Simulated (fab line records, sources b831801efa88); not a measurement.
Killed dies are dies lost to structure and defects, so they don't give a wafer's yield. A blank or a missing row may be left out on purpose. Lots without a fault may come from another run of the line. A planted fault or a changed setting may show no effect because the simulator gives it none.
A struck lot beside a sound one | flow sky130 | 17 steps out of a route of 708
Sound: wafers L173.4, L173.5, L173.6. Struck: wafers L184.2, L184.3, L184.5. The cause comes at the end.
At each step with rows: each side's tool, then ch and its chambers, then its first start. Under that, the readings that differ: sound wafers | struck wafers | difference of the means | sigmas: that difference in standard deviations of wafers without a fault.
alike: readings whose means differ by less than 2 such deviations, and words and numbers that are the same on both sides. not compared: withheld readings, readings that some wafer has no value for, bounds like >300 that may hide the same value, and numbers for which the record gives no deviation and whose values overlap.
The two part at a step that has a row with sigmas, a row that says differs or no value, or rows on one side only. Numbers that don't overlap but have no deviation are shown without sigmas and don't part them. A reading that every wafer of one side lacks parts them only if that side has two wafers or more.

SKY_VT_ADJUST_LVTN_OVL_MEAS_07:
  sound on overlay-01, day 9 16:30; struck on overlay-02, day 12 21:41
  alike: VT_ADJUST_LVTN_OVL
then, 1 step without rows for these wafers: SKY_VT_ADJUST_LVTN_IMPLANT_08.
SKY_VT_ADJUST_LVTN_STRIP_09: strips in O2/N2.
  sound on plasma_asher-03 ch 0,1, day 9 16:42; struck on plasma_asher-03 ch 0,1, day 12 21:52
  alike: drypump_motor_current_A, oes_product_au, strip_time_to_endpoint_s
  not compared: rf_hours_counter_h
SKY_VT_ADJUST_LVTN_TW_MEAS_10:
  sound on film_metro-02, day 9 16:48; struck on film_metro-02, day 12 21:59
  alike: VT_ADJUST_LVTN_TW
then, 7 steps without rows for these wafers: SKY_VT_ADJUST_LVTN_DEHYDRATE_11 (time 60 s); SKY_VT_ADJUST_LVTN_HMDS_12 (prime time 60 s); SKY_VT_ADJUST_LVTN_COAT_13 (resist thk 1140 nm); SKY_VT_ADJUST_LVTN_SOFTBAKE_14 (time 60 s); SKY_VT_ADJUST_LVTN_EXPOSE_15 (exposes mask HVN STD DERIVED, target cd 600 nm); SKY_VT_ADJUST_LVTN_PEB_16; SKY_VT_ADJUST_LVTN_DEVELOP_17 (develop time 60 s).
SKY_VT_ADJUST_LVTN_OVL_MEAS_18:
  sound on overlay-01, day 10 15:27; struck on overlay-01, day 13 23:29
  alike: VT_ADJUST_LVTN_01_OVL
SKY_VT_ADJUST_LVTN_IMPLANT_19:
  sound on implanter-02 ch 0, day 10 15:32; struck on implanter-01 ch 0, day 13 23:32
  reading            | sound                         | struck                           | difference  | sigmas
  dose_ions_cm2      | 6.501e+11 6.501e+11 6.483e+11 | 1.1284e+12 1.1282e+12 1.1277e+12 | +4.7860e+11 | +99 or more
  faraday_current_uA | 3.63 3.52 3.76                | 6.27 6.24 6.31                   | +2.64       | +38
SKY_VT_ADJUST_LVTN_STRIP_20: strips in O2/N2.
  sound on plasma_asher-03 ch 0,1, day 10 15:39; struck on plasma_asher-02 ch 0,1, day 13 23:40
  alike: drypump_motor_current_A, oes_product_au, strip_time_to_endpoint_s
  not compared: rf_hours_counter_h
SKY_VT_ADJUST_LVTN_TW_MEAS_21:
  sound on film_metro-04, day 10 15:45; struck on film_metro-01, day 13 23:46
  reading             | sound             | struck            | difference | sigmas
  VT_ADJUST_LVTN_2_TW | 191.0 189.6 189.8 | 222.8 221.4 221.7 | +31.8      | +24
then, 1 step without rows for these wafers: SKY_VT_ADJUST_NCORE_DEHYDRATE_00 (time 60 s).
-- the record jumps here: 37 days lie between the struck wafers' starts before and after (it left off in module VT_ADJUST_NCORE and takes up again in module PAD_OPEN, whose first step shown is number 708 of the route) --
SKY_PAD_OPEN_PROBE_99:
  sound on prober-01, day 48 11:19; struck on prober-01, day 50 13:29
  reading                                    | sound                         | struck                        | difference | sigmas
  model.etest.pfet_16v.r_on_ohm_um           | 1.484e+04 1.513e+04 1.467e+04 | 1.437e+04 1.436e+04 1.434e+04 | -5.233e+02 |
  model.etest.res_pwell_under_gate.rs_ohm_sq | 2258 2264 2275                | 2180 2206 2204                | -69        |
  model.etest.nfet_g5v0d10v5.r_on_ohm_um     | 1854 1841 1855                | 1939 1936 1910                | +78        |
  model.etest.tip_n_5v.rs_ohm_sq             | 1369 1384 1357                | 1386 1407 1397                | +27        |
  model.etest.nfet_g5v0d10v5.drive_ua_um     | 614.1 623.5 621.2             | 579.4 577.2 577.4             | -41.6      |
  model.etest.nfet_16v.drive_ua_um           | 230.2 226.8 228.7             | 209.3 208.5 210               | -19.3      |
  model.etest.pfet_16v.drive_ua_um           | 248.1 247.1 248.5             | 252.9 255.5 254.3             | +6.3       |
  model.etest.ring_5v.delay_ps               | 44.6 43.49 44.73              | 45.03 45.08 44.87             | +0.72      |
  alike: killed_at_M0_to_M3, killed_at_M4_up, killed_at_contacts, killed_at_front_end, killed_at_other, killed_dies, killed_open, killed_short

WHERE THEY PART
First at SKY_VT_ADJUST_LVTN_IMPLANT_19; last, within this record, at SKY_VT_ADJUST_LVTN_TW_MEAS_21. Later steps at which nothing parts them and some readings are alike: SKY_PAD_OPEN_PROBE_99.

WHY: what the simulator had put in
Process parameter drift: implanter-01, from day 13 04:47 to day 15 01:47, at SKY_VT_ADJUST_LVTN_IMPLANT_19. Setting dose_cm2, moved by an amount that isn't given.
